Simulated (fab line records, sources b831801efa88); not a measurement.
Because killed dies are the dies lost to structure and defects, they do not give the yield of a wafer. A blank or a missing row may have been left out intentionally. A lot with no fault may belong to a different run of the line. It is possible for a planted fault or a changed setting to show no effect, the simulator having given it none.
What tool caused it? :: flow gf180mcu :: 36 wafers from 12 lots sampled at 3 of the route's 602 steps

== WHAT THE GAUGES READ, wafer by wafer ==
GF_CONTACT_CD_MEAS_14: the cd target is 220 nm. Usual: cd-nm at 219.7 nm, with a standard deviation of 1.3.
lot: L510
measured: day 16 13:33
on: cd-sem-01
cd-nm (nm): 218.6 220.5 220.6
flag: 

lot: L512
measured: day 16 23:34
on: cd-sem-02
cd-nm (nm): 218.9 218.3 218.1
flag: 

lot: L513
measured: day 17 14:38
on: cd-sem-02
cd-nm (nm): 222.6 222.6 220.9
flag: 

lot: L514
measured: day 17 21:23
on: cd-sem-01
cd-nm (nm): 218.0 218.5 218.1
flag: 

lot: L515
measured: day 18 14:43
on: cd-sem-01
cd-nm (nm): 217.6 217.0 218.5
flag: 

lot: L518
measured: day 19 12:18
on: cd-sem-01
cd-nm (nm): 219.1 220.3 220.5
flag: 

lot: L520
measured: day 20 13:14
on: cd-sem-01
cd-nm (nm): 219.8 219.6 220.4
flag: 

lot: L521
measured: day 20 17:55
on: cd-sem-02
cd-nm (nm): 219.1 220.0 219.3
flag: 

lot: L525
measured: day 22 16:52
on: cd-sem-01
cd-nm (nm): 222.1 221.5 221.8
flag: 

lot: L528
measured: day 23 04:43
on: cd-sem-01
cd-nm (nm): 218.8 220.0 218.0
flag: 

lot: L530
measured: day 23 18:57
on: cd-sem-02
cd-nm (nm): 218.1 218.0 219.9
flag: 

lot: L532
measured: day 24 02:50
on: cd-sem-01
cd-nm (nm): 220.7 221.0 219.4
flag: 

GF_M1_CD_MEAS_14: the cd target is 230 nm. Usual: cd-nm at 229.9 nm, with a standard deviation of 1.2.
lot: L510
measured: day 17 14:32
on: cd-sem-01
cd-nm (nm): 229.5 229.8 229.5
flag: 

lot: L512
measured: day 17 23:32
on: cd-sem-02
cd-nm (nm): 229.9 229.5 229.1
flag: 

lot: L513
measured: day 18 15:53
on: cd-sem-02
cd-nm (nm): 231.9 232.4 232.1
flag: 

lot: L514
measured: day 18 22:26
on: cd-sem-01
cd-nm (nm): 227.3 227.5 226.1
flag: 

lot: L515
measured: day 19 16:17
on: cd-sem-01
cd-nm (nm): 228.5 227.5 229.3
flag: 

lot: L518
measured: day 20 13:37
on: cd-sem-02
cd-nm (nm): 231.2 231.0 230.9
flag: 

lot: L520
measured: day 21 15:01
on: cd-sem-02
cd-nm (nm): 231.3 231.2 231.1
flag: 

lot: L521
measured: day 21 19:23
on: cd-sem-02
cd-nm (nm): 230.9 230.2 229.7
flag: 

lot: L525
measured: day 23 16:36
on: cd-sem-01
cd-nm (nm): 231.2 231.5 232.5
flag: 

lot: L528
measured: day 24 04:16
on: cd-sem-01
cd-nm (nm): 230.6 230.8 229.9
flag: 

lot: L530
measured: day 24 18:51
on: cd-sem-02
cd-nm (nm): 231.2 229.2 230.4
flag: 

lot: L532
measured: day 25 01:53
on: cd-sem-01
cd-nm (nm): 230.1 229.3 229.9
flag: 

== WHAT TOOL EACH LOT RAN ON (gives the tool, then ch and the chambers of the sampled wafers, and finally the start) ==
lot: L510
GF_CONTACT_STRIP_18: plasma-asher-03 ch 0,1, day 16 13:51

lot: L512
GF_CONTACT_STRIP_18: plasma-asher-02 ch 0,1, day 16 23:52

lot: L513
GF_CONTACT_STRIP_18: plasma-asher-03 ch 0,1, day 17 14:57

lot: L514
GF_CONTACT_STRIP_18: plasma-asher-02 ch 0,1, day 17 21:41

lot: L515
GF_CONTACT_STRIP_18: plasma-asher-04 ch 0,1, day 18 15:01

lot: L518
GF_CONTACT_STRIP_18: plasma-asher-04 ch 0,1, day 19 12:37

lot: L520
GF_CONTACT_STRIP_18: plasma-asher-03 ch 0,1, day 20 13:33

lot: L521
GF_CONTACT_STRIP_18: plasma-asher-04 ch 0,1, day 20 18:14

lot: L525
GF_CONTACT_STRIP_18: plasma-asher-03 ch 0,1, day 22 17:11

lot: L528
GF_CONTACT_STRIP_18: plasma-asher-02 ch 0,1, day 23 05:02

lot: L530
GF_CONTACT_STRIP_18: plasma-asher-02 ch 0,1, day 23 19:15

lot: L532
GF_CONTACT_STRIP_18: plasma-asher-02 ch 0,1, day 24 03:09
- GF_CONTACT_STRIP_18: strips in O2/N2.

== AS READ BY THE TOOLS THEMSELVES (means over the sampled wafers that have a number; for cases with no such wafer, the mark the record gives instead) ==
GF_CONTACT_STRIP_18. Usual: drypump-motor-current-A 6.03 A, standard deviation 0.18; heater-power-w 337 W, standard deviation 21; n2-flow-sccm 299.8 sccm, standard deviation 0.85; o2-flow-sccm 3002 sccm, standard deviation 9.3; oes-product-au 0.580 a.u., standard deviation 0.005.
lot: L510
tool: plasma-asher-03
drypump-motor-current-A (A): 6.07
heater-power-w (W): 327
n2-flow-sccm (sccm): 299.3
o2-flow-sccm (sccm): 3008
oes-product-au (a.u.): 0.579
flag: 

lot: L512
tool: plasma-asher-02
drypump-motor-current-A (A): 6.06
heater-power-w (W): 340
n2-flow-sccm (sccm): 299.6
o2-flow-sccm (sccm): 2998
oes-product-au (a.u.): 0.583
flag: 

lot: L513
tool: plasma-asher-03
drypump-motor-current-A (A): 6.06
heater-power-w (W): 335
n2-flow-sccm (sccm): 299.8
o2-flow-sccm (sccm): 3009
oes-product-au (a.u.): 0.580
flag: 

lot: L514
tool: plasma-asher-02
drypump-motor-current-A (A): 6.06
heater-power-w (W): 336
n2-flow-sccm (sccm): 299.5
o2-flow-sccm (sccm): 3001
oes-product-au (a.u.): 0.578
flag: 

lot: L515
tool: plasma-asher-04
drypump-motor-current-A (A): 6.04
heater-power-w (W): 329
n2-flow-sccm (sccm): 298.7
o2-flow-sccm (sccm): 2995
oes-product-au (a.u.): 0.581
flag: 

lot: L518
tool: plasma-asher-04
drypump-motor-current-A (A): 5.95
heater-power-w (W): 339
n2-flow-sccm (sccm): 300.3
o2-flow-sccm (sccm): 2989
oes-product-au (a.u.): 0.575
flag: 

lot: L520
tool: plasma-asher-03
drypump-motor-current-A (A): 5.89
heater-power-w (W): 353
n2-flow-sccm (sccm): 299.7
o2-flow-sccm (sccm): 3012
oes-product-au (a.u.): 0.579
flag: 

lot: L521
tool: plasma-asher-04
drypump-motor-current-A (A): 5.96
heater-power-w (W): 340
n2-flow-sccm (sccm): 300.5
o2-flow-sccm (sccm): 3006
oes-product-au (a.u.): 0.580
flag: 

lot: L525
tool: plasma-asher-03
drypump-motor-current-A (A): 5.88
heater-power-w (W): 349
n2-flow-sccm (sccm): 299.4
o2-flow-sccm (sccm): 3013
oes-product-au (a.u.): 0.577
flag: 

lot: L528
tool: plasma-asher-02
drypump-motor-current-A (A): 6.08
heater-power-w (W): 335
n2-flow-sccm (sccm): 299.6
o2-flow-sccm (sccm): 2998
oes-product-au (a.u.): 0.582
flag: 

lot: L530
tool: plasma-asher-02
drypump-motor-current-A (A): 6.11
heater-power-w (W): 339
n2-flow-sccm (sccm): 300.1
o2-flow-sccm (sccm): 3002
oes-product-au (a.u.): 0.584
flag: 

lot: L532
tool: plasma-asher-02
drypump-motor-current-A (A): 6.08
heater-power-w (W): 338
n2-flow-sccm (sccm): 299.6
o2-flow-sccm (sccm): 3001
oes-product-au (a.u.): 0.575
flag: 

== THE ANSWER, worked out from the rows above alone ==
Rule: a lot counts as off when the mean over its wafers that have a number is more than 3 standard deviations away from the usual mean. A lot without any number at a reading at which 4 lots or more have one is off too. Any other lot the step has rows for is counted as sound. The gauges are gone through in route order, then the tools' own readings, and for those a lot's mean is taken as printed above. The first step at which some lot is off is used, and at that step the reading that is off furthest; a lot without a number counts as furthest.
Across all readings shown, no lot is off: no conclusion can be drawn from this.

== WHAT WAS PUT IN BY THE SIMULATOR ==
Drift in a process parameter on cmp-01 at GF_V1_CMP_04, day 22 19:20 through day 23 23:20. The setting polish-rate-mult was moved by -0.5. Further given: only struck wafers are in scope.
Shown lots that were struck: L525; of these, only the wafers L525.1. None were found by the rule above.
